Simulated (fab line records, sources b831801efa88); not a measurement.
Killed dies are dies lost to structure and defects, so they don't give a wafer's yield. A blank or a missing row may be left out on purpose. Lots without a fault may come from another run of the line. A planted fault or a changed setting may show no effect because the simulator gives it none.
Chamber matching | flow gf180mcu | GF_V2_CMP_26 on cmp-01: 4 sister chambers
The step polishes, stops on SiO2, t overpolish 15 s, target thk 0 nm. 4 wafers are shown with their chamber, then 8 later ones without.

WAFERS WITH THEIR CHAMBER
wafer  | chamber | motor_current_A (A)
L656.6 | 3       | 12.6
L664.2 | 1       | 12.6
L664.3 | 2       | 11.3
L667.2 | 0       | 11.3

WAFERS WITHOUT THEIR CHAMBER
wafer  | motor_current_A (A)
L667.3 | 12.1
L667.4 | 12.0
L668.2 | 12.1
L668.3 | 11.4
L668.6 | 11.7
L670.2 | 11.1
L670.3 | 12.1
L670.4 | 12.3

WHICH CHAMBER EACH WENT THROUGH
wafer  | from the rows above               | in truth
L667.3 | can't be placed: 1 or 3 or 0 or 2 | 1
L667.4 | can't be placed: 1 or 3 or 0 or 2 | 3
L668.2 | can't be placed: 1 or 3 or 0 or 2 | 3
L668.3 | can't be placed: 0 or 2           | 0
L668.6 | can't be placed: 0 or 2 or 1 or 3 | 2
L670.2 | can't be placed: 0 or 2           | 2
L670.3 | can't be placed: 1 or 3 or 0 or 2 | 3
L670.4 | can't be placed: 1 or 3 or 0 or 2 | 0
Placed correctly: 0 of 8. Can't be placed from these rows: 8 (the true chamber is among the candidates in 8). Placed wrongly: 0.
How it was worked out, from the rows above alone: a wafer's distance from a chamber is the root of the sum, over the readings, of the square of ((its reading less the chamber's mean) divided by the reading's scatter). The wafer belongs to the nearest chamber; if the next one is less than 2 further off, it can't be placed. A chamber's mean is the mean of its shown wafers. The scatter: with one shown wafer a chamber, the root of the mean of the squares of how far each hidden wafer lies from its nearest shown one.
